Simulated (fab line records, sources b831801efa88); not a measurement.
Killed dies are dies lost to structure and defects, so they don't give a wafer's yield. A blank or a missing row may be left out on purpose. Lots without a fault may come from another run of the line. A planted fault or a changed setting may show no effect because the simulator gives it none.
Chamber matching | flow gf180mcu | GF_CONTACT_CMP_27 on cmp-01: 4 sister chambers
The step polishes, stops on SiO2, t overpolish 15 s, target thk 0 nm. 7 wafers are shown with their chamber, then 8 later ones without.

WAFERS WITH THEIR CHAMBER
wafer  | chamber | motor_current_A (A) | time_to_endpoint_s (s)
L152.6 | 1       | 10.9                | 73
L153.6 | 1       | 11.1                | 70
L157.3 | 3       | 10.4                | 69
L157.4 | 2       | 11.4                | 70
L157.5 | 0       | 10.7                | 70
L160.1 | 0       | 10.7                | 72
L160.2 | 3       | 10.0                | 67

WAFERS WITHOUT THEIR CHAMBER
wafer  | motor_current_A (A) | time_to_endpoint_s (s)
L160.6 | 11.9                | 68
L162.2 | 10.8                | 72
L162.5 | 10.1                | 69
L162.6 | 10.6                | 73
L164.5 | 10.8                | 68
L164.6 | 9.9                 | 65
L165.3 | 11.6                | 66
L166.6 | 10.7                | 70

WHICH CHAMBER EACH WENT THROUGH
wafer  | from the rows above               | in truth
L160.6 | 2                                 | 2
L162.2 | can't be placed: 0 or 1           | 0
L162.5 | 3                                 | 3
L162.6 | can't be placed: 0 or 1           | 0
L164.5 | can't be placed: 0 or 1 or 3 or 2 | 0
L164.6 | 3                                 | 3
L165.3 | 2                                 | 2
L166.6 | can't be placed: 0 or 1           | 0
Placed correctly: 4 of 8. Can't be placed from these rows: 4 (the true chamber is among the candidates in 4). Placed wrongly: 0.
How it was worked out, from the rows above alone: a wafer's distance from a chamber is the root of the sum, over the readings, of the square of ((its reading less the chamber's mean) divided by the reading's scatter). The wafer belongs to the nearest chamber; if the next one is less than 2 further off, it can't be placed. A chamber's mean is the mean of its shown wafers. The scatter: the root of (the sum of the squares of (reading less its chamber's mean) over the shown wafers, divided by (wafers less chambers)).
